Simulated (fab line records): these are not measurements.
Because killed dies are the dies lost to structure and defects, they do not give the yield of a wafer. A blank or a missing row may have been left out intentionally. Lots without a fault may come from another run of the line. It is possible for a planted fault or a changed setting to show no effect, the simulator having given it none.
What tool caused it?    flow sky130    14 lots, 42 wafers sampled, at 4 steps of a route of 708

WHAT EACH GAUGE READ, for each wafer
SKY_SD_N_CD_MEAS_07 targets a cd of 380 nm. Usual: cd_nm reads 380.5 nm (standard deviation 2.7).
lot   measured      on         cd_nm (nm)         flag
L603  day 28 02:58  cd_sem-01  377.0 376.5 376.6  
L604  day 28 07:27  cd_sem-01  380.7 378.8 378.6  
L606  day 28 23:34  cd_sem-01  379.5 379.3 378.3  
L607  day 29 11:13  cd_sem-01  382.0 382.1 380.9  
L612  day 31 13:33  cd_sem-02  383.1 384.9 383.4  
L615  day 32 09:28  cd_sem-02  384.3 384.4 382.5  
L616  day 32 18:55  cd_sem-01  381.3 383.0 378.3  
L617  day 32 19:40  cd_sem-01  379.0 376.3 377.7  
L618  day 33 05:07  cd_sem-01  375.5 375.1 374.2  
L619  day 33 17:11  cd_sem-01  382.0 381.5 379.6  
L621  day 33 23:10  cd_sem-02  380.4 381.4 383.3  
L624  day 35 02:21  cd_sem-02  383.6 385.0 384.9  
L626  day 35 06:17  cd_sem-01  382.1 380.5 382.3  
L625  day 35 10:26  cd_sem-02  385.6 382.2 384.6  

SKY_LI_CONTACT_OVL_MEAS_13. Usual: LI_CONTACT_OVL typically reads 3 nm, with standard deviation 5.5.
lot   measured      on          LI_CONTACT_OVL (nm)  flag
L603  day 29 08:46  overlay-01  -1 4 -9              
L604  day 29 13:28  overlay-02  -11 3 2              
L606  day 30 05:19  overlay-01  12 9 10              
L607  day 30 16:45  overlay-02  8 -5 1               
L612  day 32 18:45  overlay-01  5 -1 -9              
L615  day 33 14:13  overlay-01  13 8 3               
L616  day 33 23:58  overlay-01  9 12 1               
L617  day 34 00:13  overlay-02  4 0 -5               
L618  day 34 09:28  overlay-02  0 0 -5               
L619  day 34 20:55  overlay-01  5 0 4                
L621  day 35 03:43  overlay-01  4 -6 -2              
L624  day 36 06:50  overlay-02  9 7 11               
L626  day 36 09:59  overlay-01  1 2 7                
L625  day 36 14:14  overlay-01  3 -2 4               

SKY_CONTACT_BOW_MEAS_05. Usual: CONTACT_BOW typically reads 83 um, with standard deviation 7.4.
lot   measured      on             CONTACT_BOW (um)  flag
L603  day 30 16:01  film_metro-03  75 82 75          
L604  day 30 20:09  film_metro-03  88 86 94          
L606  day 31 11:07  film_metro-01  80 89 79          
L607  day 31 22:50  film_metro-02  70 87 78          
L612  day 34 00:38  film_metro-03  85 91 94          
L615  day 34 20:10  film_metro-01  76 82 74          
L616  day 35 05:11  film_metro-03  80 90 98          
L617  day 35 05:33  film_metro-03  84 78 74          
L618  day 35 14:44  film_metro-03  79 79 71          
L619  day 36 01:50  film_metro-02  78 83 74          
L621  day 36 08:39  film_metro-01  85 81 83          
L624  day 37 11:34  film_metro-02  85 77 70          
L626  day 37 14:44  film_metro-01  70 75 75          
L625  day 37 19:02  film_metro-01  86 77 93          

EACH LOT AND THE TOOL THAT RAN IT (in order: tool; ch and the chambers of the sampled wafers; start)
lot   SKY_LOCAL_INTERCONNECT_SOFTBAKE_07
L603  litho_track-02 ch 0, day 30 01:00
L604  litho_track-03 ch 0, day 30 05:00
L606  litho_track-02 ch 0, day 30 19:00
L607  litho_track-02 ch 0, day 31 07:00
L612  litho_track-03 ch 0, day 33 09:00
L615  litho_track-03 ch 0, day 34 04:00
L616  litho_track-03 ch 0, day 34 14:00
L617  litho_track-02 ch 0, day 34 15:00
L618  litho_track-01 ch 0, day 35 00:00
L619  litho_track-02 ch 0, day 35 10:00
L621  litho_track-01 ch 0, day 35 18:00
L624  litho_track-02 ch 0, day 36 20:00
L626  litho_track-02 ch 0, day 37 00:00
L625  litho_track-02 ch 0, day 37 04:00
- SKY_LOCAL_INTERCONNECT_SOFTBAKE_07: time 90 s.

AS READ BY THE TOOLS THEMSELVES (means over the sampled wafers that have a number; for cases with no such wafer, the mark the record gives instead)
SKY_LOCAL_INTERCONNECT_SOFTBAKE_07. Usual: heater_power_total_W 57.33 W, standard deviation 0.11; plate_temp_C 99.97 C, standard deviation 0.12; resist_line_temp_C 23.00 C, standard deviation 0.11; run_length_s 119.20 s, standard deviation 0.13.
lot   tool            heater_power_total_W (W)  plate_temp_C (C)  resist_line_temp_C (C)  run_length_s (s)  flag
L603  litho_track-02  57.28                     100.04            23.03                   119.12            
L604  litho_track-03  57.35                     99.99             22.88                   119.33            
L606  litho_track-02  57.19                     100.04            23.15                   119.27            
L607  litho_track-02  57.35                     99.91             22.99                   119.27            
L612  litho_track-03  57.35                     100.17            23.14                   119.01            
L615  litho_track-03  58.74                     -                 22.94                   113.17            OFF
L616  litho_track-03  58.60                     -                 22.96                   113.31            OFF
L617  litho_track-02  57.39                     99.93             22.98                   119.24            
L618  litho_track-01  57.34                     99.95             23.07                   119.19            
L619  litho_track-02  57.42                     99.87             22.94                   119.21            
L621  litho_track-01  57.41                     99.88             22.98                   119.35            
L624  litho_track-02  57.29                     99.99             23.00                   119.18            
L626  litho_track-02  57.20                     99.95             23.05                   119.21            
L625  litho_track-02  57.31                     99.98             22.81                   119.18            

THE ANSWER, worked out from the rows above alone
Rule: take the mean of a lot's wafers that have a number; if it is more than 3 standard deviations from the usual mean, the lot is off. Also off: a lot with no number at a reading for which 4 or more lots have one. All remaining lots with rows at the step are treated as sound. After the gauges, taken in route order, come the tools' own readings; for these a lot's mean is taken, as printed above. The first step at which some lot is off is used, and at that step the reading that is off furthest; a lot without a number counts as furthest.
Off: L615, L616 (SKY_LOCAL_INTERCONNECT_SOFTBAKE_07, plate_temp_C). Without a number there: L615, L616.
A tool fits if, at that step or a process step before it, it ran every lot that is off, and no sound lot after the first of them. One fits: SKY_LOCAL_INTERCONNECT_SOFTBAKE_07 on litho_track-03. A fault onset in the window from L612 (day 33 09:00, its last sound lot) to L615 (day 34 04:00, its first lot off) fits.
The tool's own readings at SKY_LOCAL_INTERCONNECT_SOFTBAKE_07 bear it out: on the lots that are off they differ by more than 5 times the standard deviation of the sound lots' means. heater_power_total_W reads 58.67 W there against 57.32 W on the sound lots; run_length_s reads 113.24 s there against 119.21 s on the sound lots.
Blank at SKY_LOCAL_INTERCONNECT_SOFTBAKE_07 on the lots that are off, where sound lots have numbers: plate_temp_C.

WHAT HAD BEEN PUT IN BY THE SIMULATOR
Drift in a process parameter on litho_track-03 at SKY_LOCAL_INTERCONNECT_SOFTBAKE_07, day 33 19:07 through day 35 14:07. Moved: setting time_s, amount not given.
Shown lots that were struck: L615, L616. The rule given above showed the same thing.
